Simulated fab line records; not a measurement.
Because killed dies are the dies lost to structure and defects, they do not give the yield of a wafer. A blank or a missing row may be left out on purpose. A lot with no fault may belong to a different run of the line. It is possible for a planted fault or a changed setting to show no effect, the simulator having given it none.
A lot that was struck, set against a sound lot / flow sky130 / 35 steps out of a route of 708
Sound: the wafers L852.2, L852.5, L852.6. Struck: wafers L863.1, L863.4, L863.5. The cause is named last.
Per side, at each step with rows, come the tool, then ch with its chambers, and then its first start. Under that, the readings that differ: sound wafers / struck wafers / difference of the means / sigmas: that difference in standard deviations of wafers without a fault.
alike: readings whose means differ by less than 2 such deviations, and words and numbers that are the same on both sides. not compared: withheld readings, readings that some wafer has no value for, bounds like >300 that may hide the same value, and numbers for which the record gives no deviation and whose values overlap.
A row with sigmas, a row that says differs or no value, or rows on one side alone: a step with any of these is where the two part. Numbers that don't overlap but have no deviation are shown without sigmas and don't part them. Lack of a reading on every wafer of one side parts them only where that side has two or more wafers.

first, 10 steps without rows for these wafers: SKY_VIA3_DEHYDRATE_04 (time 60 s); SKY_VIA3_HMDS_05 (prime time 60 s); SKY_VIA3_COAT_06 (resist thk 60 nm); SKY_VIA3_COAT_07 (resist thk 450 nm); SKY_VIA3_SOFTBAKE_08 (time 90 s); SKY_VIA3_EXPOSE_09 (exposes mask VIM3, target cd 200 nm); SKY_VIA3_PEB_10; SKY_VIA3_DEVELOP_11 (develop time 60 s); SKY_VIA3_ETCH_14 (etches BARC in N2/H2, stops on SiO2, time 45.9 s, target depth 60 nm); SKY_VIA3_ETCH_15 (etches SiO2 in C4F8/O2/Ar, stops on TiN, target depth 507 nm, time 78 s).
SKY_VIA3_STRIP_16: strips in O2/N2.
  sound on plasma_asher-03 ch 0,1, day 40 08:08; struck on plasma_asher-01 ch 1, day 43 16:01
  alike: drypump_motor_current_A, oes_product_au, strip_time_to_endpoint_s
  not compared: rf_hours_counter_h
then, 23 steps without rows for these wafers: SKY_VIA3_STRIP_17 (strips in post etch residue remover, time 1200 s); SKY_VIA3_CLEAN_18 (cleans in IPA, time 180 s); SKY_VIA3_CLEAN_19 (cleans in O3/DIW); SKY_VIA3_SPUTTER_20 (material TiN, target thk 20 nm, time 80 s); SKY_VIA3_CVD_21 (deposits W, target thk 390 nm, time 117.31 s); SKY_VIA3_CMP_24 (polishes, stops on SiO2, t overpolish 20 s, target thk 0 nm); SKY_METAL4_SPUTTER_00 (material Ti, target thk 15 nm, time 10 s); SKY_METAL4_SPUTTER_01 (material TiN, target thk 20 nm, time 16.7 s); SKY_METAL4_SPUTTER_02 (material AlCu, target thk 735 nm, time 39.1 s); SKY_METAL4_SPUTTER_03 (material Ti, target thk 5 nm, time 3.3 s); SKY_METAL4_SPUTTER_04 (material TiN, target thk 70 nm, time 58.3 s); SKY_CAP2M_CVD_00 (deposits SiO2, target thk 15.5 nm); SKY_CAP2M_SPUTTER_02 (material TiN, target thk 200 nm, time 166.7 s); SKY_CAP2M_DEHYDRATE_05 (time 60 s); SKY_CAP2M_HMDS_06 (prime time 60 s); SKY_CAP2M_COAT_07 (resist thk 1140 nm); SKY_CAP2M_SOFTBAKE_08 (time 60 s); SKY_CAP2M_EXPOSE_09 (exposes mask CAP2M, target cd 1000 nm); SKY_CAP2M_PEB_10; SKY_CAP2M_DEVELOP_11 (develop time 60 s); SKY_CAP2M_METAL_ETCH_13 (etches TiN in Cl2/BCl3, stops on SiO2, target depth 220 nm, time 62.9 s); SKY_CAP2M_STRIP_14 (strips in O2/N2); SKY_CAP2M_STRIP_15 (strips in post etch residue remover, time 1200 s).
-- the record jumps here: 5 days lie between the struck wafers' starts before and after (it left off in module CAP2M and takes up again in module PAD_OPEN, whose first step shown is number 708 of the route) --
SKY_PAD_OPEN_PROBE_99:
  sound on prober-02 at day 46 07:25; struck on prober-01 at day 49 02:05
reading=defect_limited_yield (%); sound=83.5 83.1 80.5; struck=73.8 74.4 72.6; difference=-8.8; sigmas=-5
reading=killed_at_M0_to_M3; sound=40 48 53; struck=90 89 103; difference=+47; sigmas=+7
reading=killed_dies; sound=81 83 96; struck=129 126 135; difference=+43; sigmas=+5
reading=sort_bin_3_pad_short (%); sound=0.4 0.8 0.8; struck=2.2 2.4 2.8; difference=+1.8; sigmas=+4
reading=sort_bin_5_function (%); sound=9.3 8.3 11.8; struck=17.1 16.5 17.7; difference=+7.3; sigmas=+5
reading=sort_n_pass; sound=411 409 396; struck=363 366 357; difference=-43; sigmas=-5
reading=sort_yield_pct (%); sound=83.5 83.1 80.5; struck=73.8 74.4 72.6; difference=-8.8; sigmas=-5
reading=model.etest.tester.sort_n_pass; sound=411 409 396; struck=363 366 357; difference=-43; sigmas=
reading=model.etest.tester.sort_yield_pct (%); sound=83.54 83.13 80.49; struck=73.78 74.39 72.56; difference=-8.81; sigmas=
reading=model.etest.tester.sort_bin_5_pct (%); sound=9.35 8.333 11.79; struck=17.07 16.46 17.68; difference=+7.25; sigmas=
reading=model.etest.tester.sort_bin_3_pct (%); sound=0.4065 0.813 0.813; struck=2.236 2.439 2.846; difference=+1.830; sigmas=
  alike: killed_at_M4_up, killed_at_contacts, killed_at_front_end, killed_at_other, killed_open, killed_short, sort_bin_6_memory

WHERE THEY PART
Only at SKY_PAD_OPEN_PROBE_99, as far as this record shows.

WHY: whatever the simulator had introduced
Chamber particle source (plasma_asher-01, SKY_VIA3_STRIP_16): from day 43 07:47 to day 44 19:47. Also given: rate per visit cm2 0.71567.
